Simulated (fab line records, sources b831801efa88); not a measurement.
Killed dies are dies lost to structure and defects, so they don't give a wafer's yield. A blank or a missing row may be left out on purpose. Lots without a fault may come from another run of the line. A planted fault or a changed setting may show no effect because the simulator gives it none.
Which tool did it? | flow sky130 | 6 lots, 18 wafers sampled, at 3 steps of a route of 708

WHAT THE GAUGES READ, wafer by wafer
SKY_SONOS_ONO_THK_MEAS_05.
lot  | measured     | on            | SONOS_ONO_CVD_04_THK (nm)
L870 | day 12 00:42 | film_metro-02 | 5.49 5.40 5.46
L872 | day 12 12:57 | film_metro-03 | 3.48 3.42 3.45
L874 | day 13 06:03 | film_metro-03 | 3.32 3.36 3.27
L885 | day 16 17:35 | film_metro-03 | 5.23 5.21 5.28
L889 | day 18 05:25 | film_metro-03 | 5.50 5.69 5.48
L891 | day 18 20:13 | film_metro-03 | 5.44 5.50 5.54

WHICH TOOL RAN EACH LOT (tool, then ch and the chambers of the sampled wafers, then the start)
lot  | SKY_VT_ADJUST_HVTR_STRIP_10          | SKY_SONOS_ONO_CVD_04
L870 | plasma_asher-04 ch 0,1, day 9 22:11  | lpcvd-03 ch 1, day 11 23:27
L872 | plasma_asher-01 ch 0,1, day 10 09:16 | lpcvd-03 ch 1, day 12 11:40
L874 | plasma_asher-04 ch 0,1, day 11 00:37 | lpcvd-03 ch 0, day 13 04:48
L885 | plasma_asher-03 ch 0,1, day 14 07:13 | lpcvd-03 ch 0, day 16 16:20
L889 | plasma_asher-03 ch 0,1, day 15 15:41 | lpcvd-03 ch 0, day 18 04:09
L891 | plasma_asher-01 ch 0,1, day 16 06:04 | lpcvd-03 ch 1, day 18 18:58
- SKY_VT_ADJUST_HVTR_STRIP_10: strips in O2/N2.
- SKY_SONOS_ONO_CVD_04: deposits SiO2 from SiH4/N2O, target thk 5.7199 nm.

THE ANSWER, worked out from the rows above alone
Rule: what is usual is taken from the lots themselves. Put in order of their means at a reading, lots are off if they are a third of the lots or fewer, leave a main group of 4 or more, and stand apart from it by a gap of 3 or more times the standard deviation of the main group's means; of several such gaps the widest counts. A main group whose means are all the same, to the digits that the tables above print for the reading, isn't used. A lot without any number at a reading at which 4 lots or more have one is off too. The other lots that the step has rows for count as sound.
Off: L872, L874, at SKY_SONOS_ONO_THK_MEAS_05 (SONOS_ONO_CVD_04_THK). The main group: mean 5.44 nm, standard deviation 0.12.
A tool fits if, at a process step before that reading, it ran every lot that is off, and no sound lot after the first of them. The gauges at SKY_SONOS_ONO_THK_MEAS_05 are tried like those tools. None of those tried fits.

WHAT THE SIMULATOR HAD PUT IN
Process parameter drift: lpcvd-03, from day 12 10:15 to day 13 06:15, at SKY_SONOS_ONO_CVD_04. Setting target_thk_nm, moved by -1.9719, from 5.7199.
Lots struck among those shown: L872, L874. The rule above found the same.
